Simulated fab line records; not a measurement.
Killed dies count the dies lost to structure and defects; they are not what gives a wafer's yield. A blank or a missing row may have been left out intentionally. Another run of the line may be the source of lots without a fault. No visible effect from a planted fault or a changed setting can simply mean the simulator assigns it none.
A single fault, viewed from 2 desks / flow sky130 / numbers are kept per desk, each desk with only its own; the story behind them comes last

AT THE TOOL OWNER'S DESK: pvd sputter-02
The tool's own readings at SKY_METAL3_SPUTTER_04 (material TiN, target thk 70 nm, time 58.3 s): means of the sampled wafers that have a number, for each lot that ran on this tool. A lot is out of limits, marked OUT, if its mean lies more than 4 standard deviations from the usual mean; the brackets give that distance.
Columns: A = throttle valve pct at SKY_METAL3_SPUTTER_04, usual 29.4 %
lot=L342; first seen here=day 36 13:49; A=28.7
lot=L349; first seen here=day 38 17:07; A=28.7
lot=L350; first seen here=day 39 14:22; A=28.5
lot=L361; first seen here=day 42 18:09; A=28.3
lot=L362; first seen here=day 42 20:00; A=29.3
lot=L364; first seen here=day 42 22:52; A=28.8
Result from this desk: across the 6 lots, nothing is out of limits.

FROM THE METROLOGY DESK
Lot by lot, what the gauges showed, no matter which tool ran the lot: averages of those sampled wafers that carry a number. A lot is out of limits, marked OUT, if its mean lies more than 4 standard deviations from the usual mean; the brackets give that distance.
Columns: A = cd nm at SKY_VIA1_CD_MEAS_12, usual 150.6 nm; B = VIA3_BOW at SKY_VIA3_BOW_MEAS_03, usual 79 um; C = VIA4_BOW at SKY_VIA4_BOW_MEAS_03, usual 79 um
lot=L342; first seen here=day 34 04:36; A=151.7; B=84; C=80
lot=L343; first seen here=day 34 12:04; A=150.6; B=73; C=75
lot=L349; first seen here=day 36 10:13; A=150.4; B=70; C=67
lot=L350; first seen here=day 37 07:36; A=152.4; B=78; C=76
lot=L357; first seen here=day 39 01:35; A=152.5; B=81; C=82
lot=L359; first seen here=day 39 19:53; A=150.1; B=74; C=76
lot=L361; first seen here=day 40 13:41; A=152.0; B=81; C=85
lot=L362; first seen here=day 40 16:53; A=149.0; B=82; C=82
lot=L364; first seen here=day 40 19:19; A=150.3; B=77; C=79
lot=L363; first seen here=day 40 22:03; A=152.2; B=75; C=73
Result from this desk: across the 10 lots, nothing is out of limits.

BROUGHT TOGETHER
The tool owner's desk saw nothing out of limits.
At the metrology desk, nothing out of limits was observed.

WHAT WAS PUT IN BY THE SIMULATOR
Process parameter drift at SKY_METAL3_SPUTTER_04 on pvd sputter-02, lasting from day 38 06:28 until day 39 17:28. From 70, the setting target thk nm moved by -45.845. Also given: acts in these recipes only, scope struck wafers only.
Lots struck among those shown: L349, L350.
